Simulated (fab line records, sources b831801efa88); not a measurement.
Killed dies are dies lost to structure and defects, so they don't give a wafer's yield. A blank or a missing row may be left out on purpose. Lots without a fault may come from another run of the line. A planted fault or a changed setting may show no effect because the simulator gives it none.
A struck lot beside a sound one | flow sky130 | 32 steps out of a route of 708
Sound: wafers L390.2, L390.3, L390.4. Struck: wafers L386.2, L386.3, L386.4. The cause comes at the end.
At each step with rows: each side's tool, then ch and its chambers, then its first start. Under that, the readings that differ: sound wafers | struck wafers | difference of the means | sigmas: that difference in standard deviations of wafers without a fault.
alike: readings whose means differ by less than 2 such deviations, and words and numbers that are the same on both sides. not compared: withheld readings, readings that some wafer has no value for, bounds like >300 that may hide the same value, and numbers for which the record gives no deviation and whose values overlap.
The two part at a step that has a row with sigmas, a row that says differs or no value, or rows on one side only. Numbers that don't overlap but have no deviation are shown without sigmas and don't part them. A reading that every wafer of one side lacks parts them only if that side has two wafers or more.

first, 3 steps without rows for these wafers: SKY_POLY_CUT_EXPOSE_05 (exposes mask NPCM, target cd 270 nm); SKY_POLY_CUT_PEB_06; SKY_POLY_CUT_DEVELOP_07 (develop time 60 s).
SKY_POLY_CUT_CD_MEAS_08: target cd 270 nm.
  sound on cd_sem-01, day 27 02:46; struck on cd_sem-01, day 25 11:03
  alike: cd_nm
SKY_POLY_CUT_OVL_MEAS_09:
  sound on overlay-02, day 27 02:52; struck on overlay-02, day 25 11:09
  alike: POLY_CUT_OVL
SKY_POLY_CUT_ETCH_10: etches BARC in N2/H2, stops on SiO2, time 45.9 s, target depth 60 nm.
  sound on rie_diel-04 ch 0,1,3, day 27 02:53; struck on rie_diel-04 ch 0,1,2, day 25 11:11
  alike: chamber_pressure_mTorr, drypump_motor_current_A, oes_product_au, rf_fwd_power_W, throttle_valve_pct
  not compared: rf_hours_counter_h
SKY_POLY_CUT_ETCH_11: etches Si3N4 in CF4/CH2F2/Ar, stops on poly-Si, time 42.5 s, target depth 60 nm.
  sound on rie_diel-04 ch 0,1,3, day 27 02:56; struck on rie_diel-04 ch 0,1,2, day 25 11:13
  alike: chamber_pressure_mTorr, drypump_motor_current_A, oes_product_au, rf_fwd_power_W, throttle_valve_pct
  not compared: rf_hours_counter_h
SKY_POLY_CUT_STRIP_12: strips in O2/N2.
  sound on plasma_asher-02 ch 0,1, day 27 02:59; struck on plasma_asher-02 ch 0,1, day 25 11:16
  alike: chamber_pressure_mTorr, drypump_motor_current_A, oes_product_au, strip_time_to_endpoint_s
  not compared: rf_hours_counter_h
then, 4 steps without rows for these wafers: SKY_SD_P_DEHYDRATE_00 (time 60 s); SKY_SD_P_HMDS_01 (prime time 60 s); SKY_SD_P_COAT_02 (resist thk 1140 nm); SKY_SD_P_SOFTBAKE_03 (time 60 s).
SKY_SD_P_EXPOSE_04: exposes mask PSDM, target cd 380 nm.
  sound on iline_stepper-01 ch 0, day 27 18:03; struck on iline_stepper-02 ch 0, day 26 02:53
  reading | sound                | struck               | difference | sigmas
  mask    | PSDM#0 PSDM#0 PSDM#0 | URPM#0 URPM#0 URPM#0 | differs    |
then, 2 steps without rows for these wafers: SKY_SD_P_PEB_05; SKY_SD_P_DEVELOP_06 (develop time 60 s).
SKY_SD_P_CD_MEAS_07: target cd 380 nm.
  sound on cd_sem-02, day 28 07:52; struck on cd_sem-02, day 26 16:57
  reading    | sound             | struck | difference                    | sigmas
  cd_nm (nm) | 379.9 382.0 380.3 | - - -  | no value on the struck wafers |
SKY_SD_P_OVL_MEAS_08:
  sound on overlay-01, day 28 07:58; struck on overlay-02, day 26 17:03
  reading       | sound          | struck | difference                    | sigmas
  SD_P_OVL (nm) | -2.7 -3.3 -3.2 | - - -  | no value on the struck wafers |
then, 1 step without rows for these wafers: SKY_SD_P_IMPLANT_09.
SKY_SD_P_STRIP_10: strips in O2/N2.
  sound on plasma_asher-02 ch 0,1, day 28 08:09; struck on plasma_asher-02 ch 0,1, day 26 17:14
  reading                      | sound             | struck            | difference | sigmas
  strip_time_to_endpoint_s (s) | 17.53 17.56 17.58 | 17.48 17.45 17.41 | -0.11      | -3
  alike: chamber_pressure_mTorr, drypump_motor_current_A, oes_product_au
  not compared: rf_hours_counter_h
SKY_SD_P_TW_MEAS_11:
  sound on film_metro-02, day 28 08:16; struck on film_metro-02, day 26 17:21
  reading | sound          | struck   | difference | sigmas
  SD_P_TW | 2824 2828 2844 | 30 30 30 | -2802      | -99 or more
then, 8 steps without rows for these wafers: SKY_RES_XHIGH_DEHYDRATE_00 (time 60 s); SKY_RES_XHIGH_HMDS_01 (prime time 60 s); SKY_RES_XHIGH_COAT_02 (resist thk 1140 nm); SKY_RES_XHIGH_SOFTBAKE_03 (time 60 s); SKY_RES_XHIGH_EXPOSE_04 (exposes mask URPM, target cd 1270 nm); SKY_RES_XHIGH_PEB_05; SKY_RES_XHIGH_DEVELOP_06 (develop time 60 s); SKY_RES_XHIGH_IMPLANT_07.
SKY_RES_XHIGH_STRIP_08: strips in O2/N2.
  sound on plasma_asher-02 ch 0,1, day 29 12:47; struck on plasma_asher-02 ch 0,1, day 27 22:14
  alike: chamber_pressure_mTorr, drypump_motor_current_A, oes_product_au, strip_time_to_endpoint_s
  not compared: rf_hours_counter_h
SKY_RES_XHIGH_TW_MEAS_09:
  sound on film_metro-02, day 29 12:54; struck on film_metro-04, day 27 22:21
  reading      | sound          | struck         | difference | sigmas
  RES_XHIGH_TW | 1633 1623 1639 | 2915 2925 2903 | +1283      | +86
then, 1 step without rows for these wafers: SKY_SD_N_DEHYDRATE_00 (time 60 s).
-- the record jumps here: 19 days lie between the struck wafers' starts before and after (it left off in module SD_N and takes up again in module PAD_OPEN, whose first step shown is number 708 of the route) --
SKY_PAD_OPEN_PROBE_99:
  the record has rows for the struck wafers here (prober-01, day 46 16:52) and none for the sound ones

WHERE THEY PART
First at SKY_SD_P_EXPOSE_04; last, within this record, at SKY_PAD_OPEN_PROBE_99.

WHY: what the simulator had put in
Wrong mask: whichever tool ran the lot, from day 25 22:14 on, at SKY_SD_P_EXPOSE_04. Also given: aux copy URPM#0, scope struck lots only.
